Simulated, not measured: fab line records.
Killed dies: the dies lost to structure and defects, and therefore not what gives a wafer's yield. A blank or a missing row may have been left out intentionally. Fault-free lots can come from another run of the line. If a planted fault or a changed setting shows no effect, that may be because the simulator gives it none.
What tool caused it? -- flow gf180mcu -- 13 lots, 39 wafers sampled, at 6 steps of a route of 602

## WHAT EACH GAUGE READ, for each wafer
GF_HV_LDD_TW_MEAS_38. Usual: HV_LDD_3_TW 1448, standard deviation 9.2.
lot,measured,on,HV_LDD_3_TW,flag
L114,day 12 00:06,film_metro-01,1436 1431 1436,
L115,day 12 04:29,film_metro-02,1460 1462 1450,
L116,day 12 10:16,film_metro-01,1429 1432 1441,
L119,day 13 14:18,film_metro-02,1448 1449 1441,
L121,day 14 05:58,film_metro-01,1439 1435 1446,
L122,day 14 12:44,film_metro-03,1455 1458 1453,
L123,day 14 20:44,film_metro-01,1435 1436 1436,
L124,day 15 02:12,film_metro-02,1357 1358 1352 1352 1355 1352,OFF
L125,day 15 11:52,film_metro-03,1352 1351 1342 1356 1354 1344,OFF
L131,day 17 08:52,film_metro-01,1451 1447 1449,
L134,day 18 12:43,film_metro-03,1456 1465 1447,
L135,day 18 18:17,film_metro-01,1441 1440 1430,
L136,day 19 05:28,film_metro-02,1446 1446 1453,

GF_HV_LDD_RS_MEAS_53: measures by four-point-probe. Usual: HV_LDD_RS 418.6 ohm/sq, standard deviation 0.98.
lot,measured,on,HV_LDD_RS (ohm/sq),flag
L114,day 12 20:01,film_metro-03,418.1 419.6 418.0,
L115,day 13 00:06,film_metro-03,419.5 420.1 418.7,
L116,day 13 06:28,film_metro-02,418.4 419.4 417.8,
L119,day 14 10:39,film_metro-03,420.0 419.1 419.9,
L121,day 15 03:19,film_metro-03,417.5 418.8 418.7,
L122,day 15 09:57,film_metro-02,417.2 417.9 417.4,
L123,day 15 18:53,film_metro-01,417.1 417.5 418.0,
L124,day 16 00:40,film_metro-01,434.2 434.1 433.0 434.2 435.1 433.5,OFF
L125,day 16 09:57,film_metro-03,436.3 435.8 436.0 436.6 436.1 435.9,OFF
L131,day 18 09:16,film_metro-03,418.3 418.7 418.4,
L134,day 19 13:27,film_metro-03,418.7 418.4 419.3,
L135,day 19 18:52,film_metro-01,418.1 418.1 416.9,
L136,day 20 06:37,film_metro-03,420.3 420.4 420.7,

GF_SALICIDE_RS_MEAS_04: measures by four-point-probe. Usual: SALICIDE_TIN_RS 16.19 ohm/sq, standard deviation 0.29.
lot,measured,on,SALICIDE_TIN_RS (ohm/sq),flag
L114,day 15 14:00,film_metro-04,16.22 16.53 16.71,
L115,day 15 18:35,film_metro-01,15.98 15.85 16.17,
L116,day 16 02:17,film_metro-01,15.83 15.84 16.09,
L119,day 17 09:28,film_metro-01,16.08 16.03 16.45,
L121,day 18 05:09,film_metro-04,16.20 15.88 16.56,
L122,day 18 10:53,film_metro-04,15.93 15.84 16.01,
L123,day 18 21:25,film_metro-04,16.05 16.66 16.54,
L124,day 19 04:22,film_metro-04,15.99 15.99 15.89,
L125,day 19 12:23,film_metro-01,16.13 16.42 16.23,
L131,day 21 13:04,film_metro-03,16.06 16.62 16.13,
L134,day 22 17:02,film_metro-01,16.52 16.32 16.47,
L135,day 22 23:01,film_metro-03,16.70 16.50 16.89,
L136,day 23 09:08,film_metro-01,16.51 16.46 16.66,

GF_V1_CD_MEAS_14 targets a cd of 260 nm. Usual: cd_nm at 260.4 nm, with a standard deviation of 1.4.
lot,measured,on,cd_nm (nm),flag
L114,day 18 14:50,cd_sem-01,261.7 261.5 260.3,
L115,day 18 19:05,cd_sem-01,261.7 261.1 260.8,
L116,day 19 06:25,cd_sem-01,262.1 260.7 262.3,
L119,day 20 14:11,cd_sem-01,259.0 259.4 259.7,
L121,day 21 10:20,cd_sem-02,260.0 259.7 260.3,
L122,day 21 13:33,cd_sem-02,262.0 260.8 260.8,
L123,day 22 01:52,cd_sem-01,260.6 261.1 261.1,
L124,day 22 08:20,cd_sem-02,260.2 262.0 261.2,
L125,day 22 13:59,cd_sem-01,260.9 260.3 260.1,
L131,day 24 13:04,cd_sem-02,260.3 258.8 258.8,
L134,day 25 14:59,cd_sem-01,258.2 257.2 259.6,
L135,day 25 20:53,cd_sem-02,259.8 260.2 261.1,
L136,day 26 05:35,cd_sem-01,259.2 259.6 258.7,

GF_V1_OVL_MEAS_15. Usual: V1_OVL -3 nm, standard deviation 5.5.
lot,measured,on,V1_OVL (nm),flag
L114,day 18 14:58,overlay-01,-15 -8 -5,
L115,day 18 19:13,overlay-02,-14 -7 -3,
L116,day 19 06:29,overlay-01,-7 -10 -12,
L119,day 20 14:16,overlay-02,-2 0 0,
L121,day 21 10:25,overlay-02,4 2 -2,
L122,day 21 13:40,overlay-01,-6 -2 -1,
L123,day 22 01:59,overlay-02,1 -3 5,
L124,day 22 08:28,overlay-01,-4 2 1,
L125,day 22 14:05,overlay-02,-6 -2 -2,
L131,day 24 13:10,overlay-01,-6 2 -1,
L134,day 25 15:07,overlay-02,4 2 1,
L135,day 25 21:01,overlay-01,12 10 1,
L136,day 26 05:43,overlay-02,-2 -7 -2,

## EACH LOT AND THE TOOL THAT RAN IT (in order: tool; ch and the chambers of the sampled wafers; start)
lot,GF_HV_LDD_IMPLANT_34
L114,"implanter-04 ch 0, day 11 23:33"
L115,"implanter-02 ch 0, day 12 03:56"
L116,"implanter-02 ch 0, day 12 09:45"
L119,"implanter-02 ch 0, day 13 13:47"
L121,"implanter-04 ch 0, day 14 05:27"
L122,"implanter-04 ch 0, day 14 12:11"
L123,"implanter-02 ch 0, day 14 20:11"
L124,"implanter-04 ch 0, day 15 01:38"
L125,"implanter-04 ch 0, day 15 11:21"
L131,"implanter-03 ch 0, day 17 08:19"
L134,"implanter-03 ch 0, day 18 12:10"
L135,"implanter-03 ch 0, day 18 17:44"
L136,"implanter-02 ch 0, day 19 04:54"
- GF_HV_LDD_IMPLANT_34

## WHAT THE TOOLS THEMSELVES READ (means of the sampled wafers that have a number; where no wafer has one, the mark that the record gives instead)
GF_HV_LDD_IMPLANT_34. Usual: dose_ions_cm2 7.5e+12, standard deviation 8.6e+09; faraday_current_uA 42.2, standard deviation 0.79.
lot,tool,dose_ions_cm2,faraday_current_uA,flag
L114,implanter-04,7.5e+12,41.9,
L115,implanter-02,7.5e+12,41.8,
L116,implanter-02,7.5e+12,42.4,
L119,implanter-02,7.5e+12,42.1,
L121,implanter-04,7.5e+12,43.1,
L122,implanter-04,7.5e+12,42.5,
L123,implanter-02,7.5e+12,41.7,
L124,implanter-04,1.4e+12,8.0,OFF
L125,implanter-04,1.4e+12,7.9,OFF
L131,implanter-03,7.5e+12,41.6,
L134,implanter-03,7.5e+12,42.3,
L135,implanter-03,7.5e+12,42.7,
L136,implanter-02,7.5e+12,41.7,

## THE ANSWER, worked out from the rows above alone
Rule: a lot counts as off when the mean over its wafers that have a number is more than 3 standard deviations away from the usual mean. Also off: a lot with no number at a reading for which 4 or more lots have one. Where the step has rows for the other lots, those lots are counted as sound. After the gauges, taken in route order, come the tools' own readings; for these a lot's mean is taken, as printed above. The first step at which some lot is off is used, and at that step the reading that is off furthest; a lot without a number counts as furthest.
Off: at GF_HV_LDD_TW_MEAS_38 (HV_LDD_3_TW), L124, L125.
A tool fits if, at a process step before that reading, it ran every lot that is off, and no sound lot after the first of them. The gauges at GF_HV_LDD_TW_MEAS_38 aren't tried: what is off there is off at GF_HV_LDD_IMPLANT_34 too, on other tools, and a gauge's error can't cause that. One candidate fits, namely implanter-04 at GF_HV_LDD_IMPLANT_34. A fault onset in the window from L122 (day 14 12:11, its last sound lot) to L124 (day 15 01:38, its first lot off) fits.
The tool's own readings at GF_HV_LDD_IMPLANT_34 bear it out: on the lots that are off they differ by more than 5 times the standard deviation of the sound lots' means. dose_ions_cm2 reads 1.4e+12 there against 7.5e+12 on the sound lots; faraday_current_uA reads 8.0 there against 42.2 on the sound lots.

## WHAT HAD BEEN PUT IN BY THE SIMULATOR
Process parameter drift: implanter-04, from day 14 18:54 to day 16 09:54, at GF_HV_LDD_IMPLANT_34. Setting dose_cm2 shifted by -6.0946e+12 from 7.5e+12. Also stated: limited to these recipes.
Struck lots among those shown: L124, L125. The rule above reached the same finding.
